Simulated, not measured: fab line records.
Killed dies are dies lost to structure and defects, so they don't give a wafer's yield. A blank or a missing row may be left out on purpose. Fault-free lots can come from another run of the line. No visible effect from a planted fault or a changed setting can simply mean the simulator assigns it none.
Problem report, 8D (eight disciplines) form, completed by code :: flow sky130 :: the parts of the form that need people (team, actions taken, sign-off) are left out

1. WHAT IS WRONG
At SKY_PAD_OPEN_PROBE_99, killed at other averages 25.0 over 2 wafers from 2 lots, while fault-free wafers read 0.3, standard deviation 0.58. Measured from the usual mean, that is +43 standard deviations.
The first sign was on wafer L700.2 at day 48 02:51, on prober-02. The record holds 12 wafers of 4 lots with a number at this step. Rule for "out" (also "out of limits"): further than 4 standard deviations from the usual mean. The other wafers with a number count as sound.

2. WHAT IT IS, AND WHAT IT ISN'T
question: which readings at this step
is: killed at other
is not: killed_at_M0_to_M3, killed_at_M4_up, killed at contacts, killed at front end, killed open, killed short, sort_bin_6_memory

question: which lots
is: L700, L702
is not: L699, L707

question: which wafers of those lots
is: L700.2, L702.5
is not: L700.3, L700.4, L702.2, L702.3

question: read on which tools
is: prober-02
is not: prober-01

question: when
is: from day 48 02:51
is not: up to then (3 sound wafers); but 7 sound wafers of L700, L702, L707 came after

3. SUSPECTS, AND WHAT RULES EACH OUT
Counting: any tool at a process step up to the reading remains a suspect provided it ran every lot that is out. Sound lots after the first of them don't rule it out here, since some wafers of a struck lot are sound.
- rie diel-04 at SKY_METAL4_ETCH_17 (etches SiO2 in C4F8/O2/Ar, stops on TiN, time 3.9 s, target depth 15 nm): kept. It ran every lot that is out, first L700 (day 44 12:17).
- rie diel-04 at SKY_PASSIVATION_ETCH_11 (etches the open film in CF4/O2, stops on AlCu, target depth 725 nm, time 161.1 s): kept. It ran every lot that is out, first L700 (day 47 07:20).
- prober-02 at SKY_PAD_OPEN_PROBE_99: kept. Every lot that is out went through it, the first being L700 (day 48 02:51); the last sound lot it ran before that was L699 (day 48 00:26). Its own readings are out on those wafers: killed at other.
- In rie diel-04 at SKY_PASSIVATION_ETCH_11, the wafers that are out were processed in chamber 3 and their sound lot-mates in chambers 0, 1, 2.
After the count, these remain: rie diel-04 at SKY_METAL4_ETCH_17, rie diel-04 at SKY_PASSIVATION_ETCH_11 and prober-02 at SKY_PAD_OPEN_PROBE_99.

4. THE CAUSE (what the simulator had put in)
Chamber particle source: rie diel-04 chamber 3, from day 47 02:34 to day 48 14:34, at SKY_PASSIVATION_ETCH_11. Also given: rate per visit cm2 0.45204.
Of the 3 suspects that counting leaves, this tool is one.

5. THE CHAIN OF EFFECTS, in route order
Each row: a reading where the mean over the struck wafers with a number is more than 3 standard deviations away from the usual. Readings are gone through only where the record gives a usual standard deviation; hours: the median, over the lots, of the time from a lot's start at the first step in this table giving one to that lot's start at this step; sigmas: the change measured in usual standard deviations.
hours: 0
step: SKY_PAD_OPEN_PROBE_99
reading: killed at other
usual: 0.3
on struck wafers: 25.0
change: +24.7
sigmas: +43
Its process steps:
- SKY_PAD_OPEN_PROBE_99

6. WHAT WOULD HAVE CAUGHT IT SOONER
24 hours passed between the start of the fault at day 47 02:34 and the first reading out of limits in this record, taken at day 48 02:51.
Tool readings at SKY_PASSIVATION_ETCH_11 with a usual standard deviation given in the record: none out on any struck wafer, hence no alarm at a limit of 4 standard deviations on them.
The start of SKY_PASSIVATION_ETCH_11 on rie diel-04 came by day 48 02:51 for every one of the lots that are out (2). Had the tool been put on hold then, not one of them would have been saved.
